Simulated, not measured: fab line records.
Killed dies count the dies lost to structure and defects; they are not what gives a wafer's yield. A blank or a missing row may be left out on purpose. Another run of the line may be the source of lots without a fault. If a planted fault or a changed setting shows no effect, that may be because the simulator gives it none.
fab line records	flow sky130
record: lots: 6	wafers: 18	last_day: 50
route steps=708 shown VIA2@519 METAL3@532 CAPM@537 PAD_OPEN@708
lots untouched by any fault: they come from a run of this same line in which no faults occurred
start_h: hours from the record's opening day to when the first of the lot's shown wafers began	wait_h: how many hours have passed since the lot's step before this one	" same as the row above	L1.1+2: several wafers, shown together as one row	- either no value or no given start	* or withheld: withheld	< > ~ a bound
route shown NAME@n: NAME is a module with steps in the file, n the number in the route of the first one	usual: average and standard deviation across the fault-free wafers	same: alike in all rows	chamber/n: place in a boat	sites: per-site readings	_std_site: standard deviation of those values	_edge_site: inner sites' mean taken away from outer sites' mean	radius_mm: how far each site lies from the wafer's centre	mask NAME#n: copy n	behind: the last tool/chamber to shape the wafer	hold: cause of the lot's hold/its duration in hours/its outcome	device: names the non-switching transistor (n, p or np)	end of line: tests run on the same wafers once the route is complete	where a step has no rows: the recipe by itself	killed: not the wafer's yield, but the dies lost to structure and defects at the first sort	map: dies across one wafer; x = killed, . = not, _ = none there
set.NAME: the run value of the setting; set.NAME@STEP: its run value at that earlier step	model.NAME: the simulator's own value behind a step, which no gauge read
lots seen at some steps along the route; tables by step, rows by wafer
services: when a tool's chamber went out of use (start_h, in hours from the record's first day, below 0 if earlier), for how many hours, and the reason
== steps ==
step: SKY_VIA2_CD_MEAS_12
recipe: target_cd_nm: 200
usual: cd_nm: 199.8/1.4
lot.wafer	tool	chamber	start_h	wait_h	cd_nm
L616.1	cd_sem-02	-	873.32	-	200.4
L616.5	"	-	"	"	200.0
L616.6	"	-	"	"	199.8
L624.2	cd_sem-01	-	930.11	-	199.6
L624.5	"	-	"	"	199.1
L624.6	"	-	"	"	198.9
L625.1	cd_sem-01	-	946.02	-	200.4
L625.2	"	-	"	"	200.2
L625.4	"	-	"	"	200.9
L631.2	cd_sem-01	-	980.34	-	199.6
L631.4	"	-	"	"	199.4
L631.6	"	-	"	"	200.2
L633.2	cd_sem-02	-	996.91	-	200.1
L633.3	"	-	"	"	199.4
L633.4	"	-	"	"	199.6
L635.3	cd_sem-02	-	1005.85	-	197.5
L635.4	"	-	"	"	198.7
L635.6	"	-	"	"	197.9
step: SKY_VIA2_OVL_MEAS_13
usual: VIA2_OVL: -7/6.7
lot.wafer	tool	chamber	start_h	wait_h	VIA2_OVL[nm]
L616.1	overlay-02	-	873.44	0.1	-16
L616.5	"	-	"	"	-3
L616.6	"	-	"	"	-20
L624.2	overlay-01	-	930.22	0.1	-17
L624.5	"	-	"	"	-14
L624.6	"	-	"	"	-16
L625.1	overlay-02	-	946.14	0.1	-14
L625.2	"	-	"	"	-9
L625.4	"	-	"	"	-9
L631.2	overlay-01	-	980.45	0.1	-7
L631.4	"	-	"	"	-4
L631.6	"	-	"	"	-15
L633.2	overlay-01	-	997.02	0.1	-1
L633.3	"	-	"	"	-4
L633.4	"	-	"	"	-3
L635.3	overlay-01	-	1005.94	0.1	-2
L635.4	"	-	"	"	12
L635.6	"	-	"	"	13
step: SKY_VIA2_ETCH_14
recipe: chemistry: N2/H2	target: BARC	ion_energy_ev: 200	source_w: 500	bias_w: 100	pressure_mtorr: 30	n2_flow_sccm: 100	h2_flow_sccm: 200	stop_on: SiO2	time_s: 45.9	target_depth_a: 600
step: SKY_VIA2_ETCH_15
recipe: target: SiO2	chemistry: C4F8/O2/Ar	target_depth_nm: 546	stop_on: TiN	mask_material: KrF-thick	source_w: 1500	bias_w: 1200	pressure_mtorr: 40	c4f8_flow_sccm: withheld	O2_flow_sccm: 6	Ar_flow_sccm: 300	time_s: 84
usual: chamber_pressure_mTorr: 40.00/0.037	oes_product_au: 0.940/0.0045	rf_fwd_power_W: 1490/4.8
same: time_s: 84
lot.wafer	tool	chamber	start_h	wait_h	chamber_pressure_mTorr	oes_product_au	rf_fwd_power_W
L616.1	rie_diel-04	3	873.52	0.0	39.99	0.936	1485
L616.5	"	2	"	"	39.98	0.933	1497
L616.6	"	3	"	"	39.98	0.945	1486
L624.2	rie_diel-02	3	930.29	0.0	40.01	0.945	1480
L624.5	"	3	"	"	40.01	0.948	1482
L624.6	"	0	"	"	40.02	0.941	1496
L625.1	rie_diel-04	1	946.22	0.0	39.93	0.937	1489
L625.2	"	2	"	"	40.04	0.941	1493
L625.4	"	0	"	"	39.95	0.942	1492
L631.2	rie_diel-04	2	980.52	0.0	40.03	0.938	1491
L631.4	"	3	"	"	40.03	0.939	1485
L631.6	"	3	"	"	40.02	0.941	1487
L633.2	rie_diel-02	3	997.09	0.0	40.01	0.938	1482
L633.3	"	1	"	"	40.01	0.934	1485
L633.4	"	2	"	"	40.07	0.942	1492
L635.3	rie_diel-04	1	1006.01	0.0	40.03	0.927	1488
L635.4	"	0	"	"	40.01	0.934	1489
L635.6	"	0	"	"	40.03	0.946	1493
step: SKY_VIA2_STRIP_16
recipe: chemistry: O2/N2	power_w: 1400	pressure_mtorr: 1500	platen_temp_c: withheld	o2_flow_sccm: 3000	n2_flow_sccm: 300	overash_fraction: 0.5
step: SKY_VIA2_STRIP_17
recipe: chemistry: post_etch_residue_remover	time_s: 1200	temp_c: 72.5
step: SKY_VIA2_CLEAN_18
recipe: chemistry: IPA	time_s: 180	temp_c: 25
step: SKY_VIA2_CLEAN_19
recipe: chemistry: O3/DIW	dry: n2_spin
step: SKY_VIA2_SPUTTER_20
recipe: material: TiN	target_thk_nm: 20	chamber_pressure_pa: 5	power_w: 4000	time_s: 80
usual: throttle_valve_pct: 30.3/0.61
same: time_s: 80
lot.wafer	tool	chamber	start_h	wait_h	throttle_valve_pct
L616.1	pvd_sputter-03	-	874.18	0.0	30.8
L616.5	"	-	"	"	30.2
L616.6	"	-	"	"	30.2
L624.2	pvd_sputter-03	-	931.03	0.0	30.5
L624.5	"	-	"	"	30.7
L624.6	"	-	"	"	30.3
L625.1	pvd_sputter-04	-	946.88	0.0	30.5
L625.2	"	-	"	"	30.5
L625.4	"	-	"	"	30.8
L631.2	pvd_sputter-01	-	981.21	0.0	29.6
L631.4	"	-	"	"	29.8
L631.6	"	-	"	"	29.8
L633.2	pvd_sputter-01	-	997.75	0.0	29.9
L633.3	"	-	"	"	29.7
L633.4	"	-	"	"	28.1
L635.3	pvd_sputter-04	-	1006.67	0.0	30.5
L635.4	"	-	"	"	30.5
L635.6	"	-	"	"	31.0
step: SKY_VIA2_CVD_21
recipe: material: W	target_thk_nm: 420	time_s: 126.4	temp_c: 400	pressure_torr: 40
step: SKY_VIA2_RS_MEAS_22
recipe: thk_meas_gauge: four-point-probe	reads: W_of_VIA2_CVD_21+TiN_of_VIA2_SPUTTER_20
usual: VIA2_W_RS: 0.270/0.0051
lot.wafer	tool	chamber	start_h	wait_h	VIA2_W_RS[ohm/sq]
L616.1	film_metro-03	-	874.37	0.1	0.273
L616.5	"	-	"	"	0.271
L616.6	"	-	"	"	0.261
L624.2	film_metro-04	-	931.24	0.1	0.271
L624.5	"	-	"	"	0.267
L624.6	"	-	"	"	0.274
L625.1	film_metro-03	-	947.07	0.1	0.262
L625.2	"	-	"	"	0.275
L625.4	"	-	"	"	0.271
L631.2	film_metro-03	-	981.42	0.1	0.263
L631.4	"	-	"	"	0.275
L631.6	"	-	"	"	0.262
L633.2	film_metro-04	-	997.96	0.1	0.275
L633.3	"	-	"	"	0.273
L633.4	"	-	"	"	0.267
L635.3	film_metro-03	-	1006.90	0.1	0.278
L635.4	"	-	"	"	0.270
L635.6	"	-	"	"	0.271
step: SKY_VIA2_THK_MEAS_23
recipe: thk_meas_gauge: xrf	reads: W_of_VIA2_CVD_21
usual: VIA2_W_THK: 433/9.1
lot.wafer	tool	chamber	start_h	wait_h	VIA2_W_THK[nm]
L616.1	film_metro-03	-	874.49	0.1	426
L616.5	"	-	"	"	432
L616.6	"	-	"	"	446
L624.2	film_metro-04	-	931.35	0.1	440
L624.5	"	-	"	"	443
L624.6	"	-	"	"	430
L625.1	film_metro-03	-	947.19	0.1	443
L625.2	"	-	"	"	418
L625.4	"	-	"	"	429
L631.2	film_metro-03	-	981.53	0.1	446
L631.4	"	-	"	"	424
L631.6	"	-	"	"	443
L633.2	film_metro-04	-	998.07	0.1	431
L633.3	"	-	"	"	436
L633.4	"	-	"	"	445
L635.3	film_metro-03	-	1007.00	0.1	422
L635.4	"	-	"	"	431
L635.6	"	-	"	"	432
step: SKY_VIA2_CMP_24
recipe: stop_on: SiO2	t_overpolish_s: 20	down_force_psi: 3.5	platen_rpm: 60	target_thk_nm: 0	pad_velocity_m_s: 0.94248
usual: motor_current_A: 12.1/1.2	overpolish_run_s: 20.000/0.0087	time_to_endpoint_s: 104/3.8
lot.wafer	tool	chamber	start_h	wait_h	motor_current_A	overpolish_run_s	time_to_endpoint_s	model.SiO2_of_VIA2_HDPCVD_00.thk_nm
L616.1	cmp-02	2	874.65	0.1	13.5	19.991	104	489.6
L616.5	"	0	"	"	13.5	20.003	108	489.9
L616.6	"	1	"	"	12.8	20.004	109	490.6
L624.2	cmp-02	1	931.50	0.1	12.4	19.988	54	488
L624.6	"	3	"	"	13.2	20.005	56	488.2
L624.5	"	0	"	"	13.2	19.993	57	488.7
L625.1	cmp-02	2	947.25	0.1	13.1	20.003	60	487.1
L625.4	"	0	"	"	13.0	20.003	57	488.4
L625.2	"	1	"	"	11.5	19.989	54	487.7
L631.2	cmp-01	0	981.58	0.0	11.0	19.996	106	491.5
L631.4	"	1	"	"	11.2	19.995	103	490.7
L631.6	"	0	"	"	11.2	19.998	108	490.2
L633.4	cmp-01	1	998.12	0.0	11.6	20.006	98	490.1
L633.2	"	3	"	"	10.0	20.007	97	490.7
L633.3	"	0	"	"	11.0	19.994	100	490.2
L635.3	cmp-01	0	1007.04	0.0	10.7	20.007	101	491.6
L635.4	"	1	"	"	11.1	20.001	101	490.8
L635.6	"	1	"	"	11.7	19.987	102	491.7
step: SKY_METAL3_SPUTTER_00
recipe: material: Ti	target_thk_nm: 15	power_w: 3000	time_s: 10	chamber_pressure_pa: 0.4
step: SKY_METAL3_SPUTTER_01
recipe: material: TiN	target_thk_nm: 20	power_w: 6500	time_s: 16.7	chamber_pressure_pa: 0.4
usual: throttle_valve_pct: 29.7/0.99
same: time_s: 16.7
lot.wafer	tool	chamber	start_h	wait_h	throttle_valve_pct
L616.1	pvd_sputter-01	-	874.87	0.0	28.3
L616.5	"	-	"	"	29.5
L616.6	"	-	"	"	29.9
L624.2	pvd_sputter-03	-	931.72	0.0	30.5
L624.5	"	-	"	"	30.5
L624.6	"	-	"	"	30.7
L625.1	pvd_sputter-03	-	947.57	0.0	30.7
L625.2	"	-	"	"	30.6
L625.4	"	-	"	"	30.6
L631.2	pvd_sputter-03	-	981.91	0.0	30.1
L631.4	"	-	"	"	30.8
L631.6	"	-	"	"	30.4
L633.2	pvd_sputter-03	-	998.44	0.0	30.4
L633.3	"	-	"	"	30.4
L633.4	"	-	"	"	30.6
L635.3	pvd_sputter-02	-	1007.36	0.0	28.2
L635.4	"	-	"	"	27.8
L635.6	"	-	"	"	30.5
step: SKY_METAL3_SPUTTER_02
recipe: material: AlCu	target_thk_nm: 735	power_w: 10600	time_s: 39.1	chamber_pressure_pa: 0.4
step: SKY_METAL3_SPUTTER_03
recipe: material: Ti	target_thk_nm: 5	power_w: 3000	time_s: 3.3	chamber_pressure_pa: 0.4
usual: throttle_valve_pct: 29.6/0.99
same: time_s: 3.3
lot.wafer	tool	chamber	start_h	wait_h	throttle_valve_pct
L616.1	pvd_sputter-01	-	874.93	0.0	28.0
L616.5	"	-	"	"	29.8
L616.6	"	-	"	"	29.8
L624.2	pvd_sputter-03	-	931.79	0.0	30.5
L624.5	"	-	"	"	30.4
L624.6	"	-	"	"	30.6
L625.1	pvd_sputter-03	-	947.63	0.0	30.2
L625.2	"	-	"	"	30.5
L625.4	"	-	"	"	30.7
L631.2	pvd_sputter-03	-	981.97	0.0	30.1
L631.4	"	-	"	"	30.4
L631.6	"	-	"	"	30.4
L633.2	pvd_sputter-03	-	998.51	0.0	30.5
L633.3	"	-	"	"	30.7
L633.4	"	-	"	"	30.6
L635.3	pvd_sputter-02	-	1007.42	0.0	28.3
L635.4	"	-	"	"	27.7
L635.6	"	-	"	"	30.4
step: SKY_METAL3_SPUTTER_04
recipe: material: TiN	target_thk_nm: 70	power_w: 6500	time_s: 58.3	chamber_pressure_pa: 0.4
step: SKY_CAPM_CVD_00
recipe: material: SiO2	target_thk_nm: 15.5	temp_c: 400	time_s: withheld	rf_w: 450
usual: heater_power_w: 759/97	rf_fwd_power_W: 440.2/2.2
lot.wafer	tool	chamber	start_h	wait_h	heater_power_w	rf_fwd_power_W
L616.1	pecvd-02	2	875.00	0.0	787	442.5
L616.5	"	0	"	"	782	439.1
L616.6	"	1	"	"	657	437.8
L624.2	pecvd-01	0	931.85	0.0	899	437.6
L624.5	"	0	"	"	909	436.1
L624.6	"	1	"	"	576	441.4
L625.1	pecvd-02	0	947.70	0.0	758	438.7
L625.2	"	1	"	"	665	437.9
L625.4	"	0	"	"	769	439.0
L631.2	pecvd-02	0	982.04	0.0	804	439.5
L631.4	"	2	"	"	726	443.2
L631.6	"	0	"	"	774	440.5
L633.2	pecvd-02	2	998.57	0.0	779	441.9
L633.3	"	1	"	"	577	439.8
L633.4	"	1	"	"	585	437.7
L635.3	pecvd-03	2	1007.50	0.0	854	441.6
L635.4	"	0	"	"	807	442.7
L635.6	"	0	"	"	816	442.4
step: SKY_CAPM_THK_MEAS_01
recipe: reads: SiO2_of_CAPM_CVD_00
usual: CAPM_CVD_00_THK: 15.47/0.24
lot.wafer	tool	chamber	start_h	wait_h	CAPM_CVD_00_THK[nm]
L616.1	film_metro-03	-	875.02	-	15.23
L616.5	"	-	"	"	15.71
L616.6	"	-	"	"	15.49
L624.2	film_metro-02	-	931.89	-	14.97
L624.5	"	-	"	"	15.11
L624.6	"	-	"	"	15.43
L625.1	film_metro-03	-	947.72	-	15.52
L625.2	"	-	"	"	15.61
L625.4	"	-	"	"	15.79
L631.2	film_metro-04	-	982.07	-	15.55
L631.4	"	-	"	"	15.61
L631.6	"	-	"	"	15.55
L633.2	film_metro-02	-	998.60	-	15.49
L633.3	"	-	"	"	15.81
L633.4	"	-	"	"	16.10
L635.3	film_metro-04	-	1007.54	-	15.57
L635.4	"	-	"	"	15.91
L635.6	"	-	"	"	15.80
step: SKY_CAPM_SPUTTER_02
recipe: material: TiN	target_thk_nm: 200	temp_c: 300	power_w: 6500	time_s: 166.7	chamber_pressure_pa: 0.4
step: SKY_CAPM_RS_MEAS_03
recipe: thk_meas_gauge: four-point-probe	reads: TiN_of_CAPM_SPUTTER_02
usual: CAPM_TIN_RS: 6.91/0.071
lot.wafer	tool	chamber	start_h	wait_h	CAPM_TIN_RS[ohm/sq]
L616.1	film_metro-02	-	875.19	0.1	6.95
L616.5	"	-	"	"	7.03
L616.6	"	-	"	"	6.94
L624.2	film_metro-03	-	932.06	0.1	6.92
L624.5	"	-	"	"	7.01
L624.6	"	-	"	"	6.90
L625.1	film_metro-02	-	947.89	0.1	6.91
L625.2	"	-	"	"	6.96
L625.4	"	-	"	"	7.00
L631.2	film_metro-04	-	982.25	0.1	6.91
L631.4	"	-	"	"	6.77
L631.6	"	-	"	"	6.93
L633.2	film_metro-04	-	998.78	0.1	6.78
L633.3	"	-	"	"	6.87
L633.4	"	-	"	"	6.86
L635.3	film_metro-03	-	1007.73	0.1	6.93
L635.4	"	-	"	"	6.87
L635.6	"	-	"	"	6.87
step: SKY_CAPM_THK_MEAS_04
recipe: thk_meas_gauge: xrf	reads: TiN_of_CAPM_SPUTTER_02
usual: CAPM_TIN_THK: 200.0/2.3
lot.wafer	tool	chamber	start_h	wait_h	CAPM_TIN_THK[nm]
L616.1	film_metro-02	-	875.31	0.1	199.2
L616.5	"	-	"	"	196.7
L616.6	"	-	"	"	199.9
L624.2	film_metro-03	-	932.17	0.1	199.4
L624.5	"	-	"	"	196.9
L624.6	"	-	"	"	199.5
L625.1	film_metro-02	-	948.01	0.1	199.8
L625.2	"	-	"	"	198.6
L625.4	"	-	"	"	197.0
L631.2	film_metro-04	-	982.36	0.1	202.2
L631.4	"	-	"	"	205.6
L631.6	"	-	"	"	201.0
L633.2	film_metro-04	-	998.89	0.1	205.6
L633.3	"	-	"	"	203.7
L633.4	"	-	"	"	203.5
L635.3	film_metro-03	-	1007.83	0.1	199.4
L635.4	"	-	"	"	200.0
L635.6	"	-	"	"	200.4
step: SKY_CAPM_DEHYDRATE_05
recipe: temp_c: 200	time_s: 60
step: SKY_CAPM_HMDS_06
recipe: prime_time_s: 60	prime_temp_c: 120
step: SKY_CAPM_COAT_07
recipe: resist: NOVOLAK	spin_rpm: 3000	resist_thk_nm: 1140
step: SKY_CAPM_SOFTBAKE_08
recipe: temp_c: 90	time_s: 60	resist: NOVOLAK
step: SKY_CAPM_EXPOSE_09
recipe: mask_id: CAPM	na: 0.6	source_shape: conventional	sigma_outer: 0.6	polarization: unpolarized	target_cd_nm: 1000	dose_mj: 159
step: SKY_CAPM_PEB_10
recipe: temp_c: withheld	time_s: *	resist: NOVOLAK
step: SKY_CAPM_DEVELOP_11
recipe: resist: NOVOLAK	developer: TMAH	develop_time_s: 60	dev_temp_c: 23
step: SKY_CAPM_OVL_MEAS_12
usual: CAPM_OVL: -1.2/1.5
lot.wafer	tool	chamber	start_h	wait_h	CAPM_OVL[nm]
L616.1	overlay-02	-	900.91	0.1	-0.8
L616.5	"	-	"	"	-0.8
L616.6	"	-	"	"	-0.5
L624.2	overlay-01	-	956.91	0.1	-2.2
L624.5	"	-	"	"	-1.3
L624.6	"	-	"	"	-5.1
L625.1	overlay-01	-	971.92	0.1	-2.0
L625.2	"	-	"	"	-2.8
L625.4	"	-	"	"	-2.5
L631.2	overlay-02	-	1005.73	0.1	0.9
L631.4	"	-	"	"	-0.8
L631.6	"	-	"	"	0.0
L633.2	overlay-02	-	1021.76	0.1	-1.0
L633.3	"	-	"	"	-1.1
L633.4	"	-	"	"	-1.8
L635.3	overlay-01	-	1030.34	0.1	-2.8
L635.4	"	-	"	"	-2.9
L635.6	"	-	"	"	-3.7
step: SKY_CAPM_METAL_ETCH_13
recipe: target_depth_nm: 220	stop_on: SiO2	chemistry: Cl2/BCl3	target: TiN	pressure_mtorr: 10	icp_w: 900	bias_w: 48.5	Cl2_flow_sccm: 60	bcl3_flow_sccm: 30	time_s: 62.9
step: SKY_CAPM_STRIP_14
recipe: chemistry: O2/N2	power_w: 1400	pressure_mtorr: 1500	platen_temp_c: withheld	o2_flow_sccm: 3000	n2_flow_sccm: 300	overash_fraction: 0.5
step: SKY_CAPM_STRIP_15
recipe: chemistry: post_etch_residue_remover	time_s: 1200	temp_c: 72.5
step: SKY_CAPM_CLEAN_16
recipe: chemistry: IPA	time_s: 180	temp_c: 25
step: SKY_CAPM_CLEAN_17
recipe: chemistry: O3/DIW	dry: n2_spin
step: SKY_METAL3_DEHYDRATE_05
recipe: temp_c: 200	time_s: 60
step: SKY_METAL3_HMDS_06
recipe: prime_time_s: 60	prime_temp_c: 120
step: SKY_METAL3_COAT_07
recipe: resist: BARC	temp_c: withheld	time_s: withheld	spin_rpm: 3000	resist_thk_nm: 60
step: SKY_METAL3_COAT_08
recipe: resist: KrF-thick	spin_rpm: 3000	resist_thk_nm: 1140
step: SKY_METAL3_SOFTBAKE_09
recipe: temp_c: 100	time_s: 90	resist: KrF-thick
step: SKY_METAL3_EXPOSE_10
recipe: mask_id: MM3	na: 0.68	source_shape: annular	sigma_inner: 0.4	sigma_outer: 0.8	target_cd_nm: 300	dose_mj: 28
step: SKY_METAL3_METAL_ETCH_18
recipe: target_depth_a: 8450	stop_on: SiO2	over_etch_frac: 0.3	time_s: 183.1	chemistry: Cl2/BCl3	resist_sidewall_deg: 88	pressure_mtorr: 10	icp_w: 900	bias_w: 48.5	Cl2_flow_sccm: 60	bcl3_flow_sccm: 30
usual: chamber_pressure_mTorr: 9.999/0.011	drypump_motor_current_A: 5.6/0.41	oes_product_au: 0.864/0.006	rf_fwd_power_W: 897/3.1	throttle_valve_pct: 22.265/0.0088
same: time_s: 183.1
lot.wafer	tool	chamber	start_h	wait_h	chamber_pressure_mTorr	drypump_motor_current_A	oes_product_au	rf_fwd_power_W	rf_hours_counter_h	throttle_valve_pct	model.SiO2_of_VIA2_HDPCVD_00.thk_nm
L616.1	rie_metal-04	1	927.06	0.0	9.987	5.3	0.871	894	13	22.269	463.5
L616.5	"	0	"	"	10.021	6.5	0.869	900	-	22.264	464.4
L616.6	"	1	"	"	9.996	5.3	0.875	895	-	22.285	464.5
L624.2	rie_metal-01	0	982.75	0.0	10.012	5.8	0.877	895	19	22.256	462.7
L624.5	"	1	"	"	9.996	5.6	0.872	896	-	22.270	463
L624.6	"	0	"	"	10.003	5.8	0.864	890	-	22.293	463.1
L625.1	rie_metal-01	1	996.33	0.0	9.997	5.5	0.866	892	17	22.267	461.9
L625.2	"	0	"	"	9.997	5.9	0.867	896	20	22.264	462.3
L625.4	"	0	"	"	9.990	5.8	0.865	895	-	22.261	463.2
L631.2	rie_metal-04	1	1029.60	0.1	10.021	5.3	0.869	894	-	22.262	465.4
L631.4	"	1	"	"	10.006	5.3	0.852	897	-	22.261	464.5
L631.6	"	1	"	"	9.983	5.3	0.863	893	-	22.256	464
L633.2	rie_metal-03	1	1045.73	0.0	10.008	5.3	0.872	902	0	22.272	465
L633.3	"	1	"	"	10.005	5.3	0.865	898	-	22.271	464.6
L633.4	"	0	"	"	10.009	5.5	0.857	895	-	22.270	465.5
L635.3	rie_metal-04	1	1053.69	0.1	10.002	5.3	0.870	898	-	22.265	465.4
L635.4	"	0	"	"	9.995	6.4	0.860	899	-	22.274	465.5
L635.6	"	1	"	"	9.998	5.3	0.851	896	-	22.267	465.4
step: SKY_PAD_OPEN_PROBE_99
usual: defect_limited_yield: 82.5/1.9	killed_at_M0_to_M3: 43/7.6	killed_at_M4_up: 2.9/1.7	killed_at_contacts: 24/5.5	killed_at_front_end: 15/4.2	killed_at_other: 0.3/0.52	killed_dies: 86/9.4	killed_open: 47/7	killed_short: 39/6.4	sort_bin_3_pad_short: 0.9/0.4	sort_bin_5_function: 10.3/1.6	sort_bin_6_memory: 6.2/1.1	sort_n_pass: 406/9.4	sort_yield_pct: 82.5/1.9
same: gross_dies: 492	killed_at_back_side: 0	sort_bin_4_leakage[%]: 0	sort_bin_8_speed[%]: 0
lot.wafer	tool	chamber	start_h	wait_h	defect_limited_yield[%]	killed_at_M0_to_M3	killed_at_M4_up	killed_at_contacts	killed_at_front_end	killed_at_other	killed_dies	killed_open	killed_short	sort_bin_3_pad_short[%]	sort_bin_5_function[%]	sort_bin_6_memory[%]	sort_n_pass	sort_yield_pct[%]
L624.2	prober-01	-	1143.65	0.1	83.3	39	2	27	14	0	82	51	30	1.0	10.2	5.5	410	83.3
L624.5	prober-01	-	1143.80	0.2	81.3	48	4	29	11	0	92	51	41	1.0	9.8	7.9	400	81.3
L624.6	prober-01	-	1143.85	0.2	80.5	41	3	32	20	0	96	56	39	0.6	13.0	5.9	396	80.5
L625.1	prober-02	-	1151.93	0.1	85.6	31	6	19	15	0	71	31	36	0.8	7.1	6.5	421	85.6
L625.2	prober-02	-	1151.98	0.1	83.9	32	3	25	19	0	79	43	35	1.0	8.7	6.3	413	83.9
L625.4	prober-02	-	1152.08	0.2	83.1	38	2	29	14	0	83	46	35	1.4	9.1	6.3	409	83.1
L633.2	prober-02	-	1190.18	0.1	84.6	34	4	19	19	0	76	40	36	0.8	6.5	8.1	416	84.6
L633.3	prober-02	-	1190.23	0.2	84.3	39	2	26	10	0	77	43	34	0.6	9.6	5.5	415	84.3
L633.4	prober-02	-	1190.28	0.2	80.9	49	2	23	20	0	94	46	48	0.6	11.0	7.5	398	80.9
killed by level:class
L624.2 CONTACT:geometric_particle:open=12 VIA1:geometric_particle:open=10 CONTACT:geometric_particle:short=7 VIA2:geometric_particle:open=7 LI_CONTACT:geometric_particle:open=5 METAL1:geometric_particle:short=5 VIA3:geometric_particle:open=5 FIELD_ISO:geometric_particle:open=4
L624.5 CONTACT:geometric_particle:open=16 METAL2:geometric_particle:short=9 VIA1:geometric_particle:open=8 VIA3:geometric_particle:open=8 METAL1:geometric_particle:short=7 FIELD_ISO:geometric_particle:open=5 VIA2:geometric_particle:open=5 LI_CONTACT:geometric_particle:open=4
L624.6 CONTACT:geometric_particle:open=16 VIA1:geometric_particle:open=11 VIA3:geometric_particle:open=9 CONTACT:geometric_particle:short=7 FIELD_ISO:geometric_particle:short=6 VIA2:geometric_particle:open=5 FIELD_ISO:geometric_particle:open=4 LI_CONTACT:geometric_particle:short=4
L625.1 VIA1:geometric_particle:open=8 CONTACT:geometric_particle:open=7 CONTACT:geometric_particle:short=6 FIELD_ISO:geometric_particle:short=5 POLY_GATE:geometric_particle:short=5 VIA1:geometric_particle:short=4 VIA4:coat_microbubble_printed=4 FIELD_ISO:geometric_particle:open=3
L625.2 CONTACT:geometric_particle:open=10 LI_CONTACT:geometric_particle:open=7 POLY_GATE:geometric_particle:open=6 VIA3:geometric_particle:open=5 LI_CONTACT:geometric_particle:short=4 VIA1:geometric_particle:open=4 VIA3:geometric_particle:short=4 METAL2:geometric_particle:short=4
L625.4 CONTACT:geometric_particle:open=15 VIA1:geometric_particle:open=9 VIA3:geometric_particle:open=6 LI_CONTACT:geometric_particle:open=5 VIA1:geometric_particle:short=5 FIELD_ISO:geometric_particle:open=4 FIELD_ISO:geometric_particle:short=4 LOCAL_INTERCONNECT:geometric_particle:short=4
L633.2 VIA1:geometric_particle:open=8 POLY_GATE:geometric_particle:short=7 LI_CONTACT:geometric_particle:open=7 VIA2:geometric_particle:open=7 VIA3:geometric_particle:open=6 FIELD_ISO:geometric_particle:open=4 METAL1:geometric_particle:short=4 VIA1:geometric_particle:short=4
L633.3 CONTACT:geometric_particle:open=13 VIA1:geometric_particle:open=10 METAL2:geometric_particle:short=8 METAL1:geometric_particle:short=6 VIA3:geometric_particle:open=5 FIELD_ISO:geometric_particle:short=4 VIA2:geometric_particle:open=4 LI_CONTACT:geometric_particle:open=3
L633.4 VIA3:geometric_particle:open=9 VIA1:geometric_particle:open=8 LOCAL_INTERCONNECT:geometric_particle:short=6 CONTACT:geometric_particle:short=6 VIA3:geometric_particle:short=6 CONTACT:geometric_particle:open=6 VIA1:geometric_particle:short=6 FIELD_ISO:geometric_particle:open=5
== services ==
tool	chamber	start_h	hours	kind
rie_diel-02	3	851.93	4.7	repair
cmp-02	-	853.09	0.6	repair
rie_diel-04	-	856.83	0.5	repair
pvd_sputter-04	-	866.49	0.6	repair
rie_diel-02	0	870.23	9.8	repair
cmp-01	-	912.61	5.7	pm
cmp-01	-	918.34	4.0	pm
pvd_sputter-01	-	938.20	8.3	repair
pvd_sputter-02	-	948.84	3.7	repair
rie_metal-01	1	950.22	1.2	repair
pvd_sputter-02	-	977.74	13.3	repair
pvd_sputter-02	-	984.20	0.8	repair
rie_diel-02	1	986.97	2.5	repair
pvd_sputter-01	-	989.62	0.8	repair
cmp-02	-	990.09	4.0	pm
cmp-02	-	1005.60	0.6	repair
pvd_sputter-02	-	1009.75	8.4	repair
rie_diel-04	2	1015.13	12.8	repair
cmp-02	-	1016.92	0.8	repair
rie_metal-04	0	1027.82	21.8	repair
rie_diel-02	3	1039.82	3.3	repair
rie_diel-02	3	1046.68	4.4	repair
cmp-02	-	1047.45	14.5	pm
pvd_sputter-01	-	1050.25	10.0	repair
== key ==
first_sign: step: SKY_VIA2_CMP_24	reading: time_to_endpoint_s	direction: down	sigmas: 12	usual: *	struck: *
effect none on later readings
model_effect: step: SKY_VIA2_CMP_24	value: SiO2_of_VIA2_HDPCVD_00.thk_nm	without: 491.5	struck: 488
model_effect: step: SKY_METAL3_METAL_ETCH_18	value: SiO2_of_VIA2_HDPCVD_00.thk_nm	without: 466.2	struck: 462.7
met_at SKY_VIA2_CMP_24
struck_wafers L624.2,L624.5,L624.6,L625.1,L625.2,L625.4
onset_between 874.65 931.50
fault: kind: process_parameter_drift	tool: cmp-02	chamber: -	onset_h: 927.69	steps: SKY_VIA2_CMP_24	channel: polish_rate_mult	offset: 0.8	shape: step	end_h: 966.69
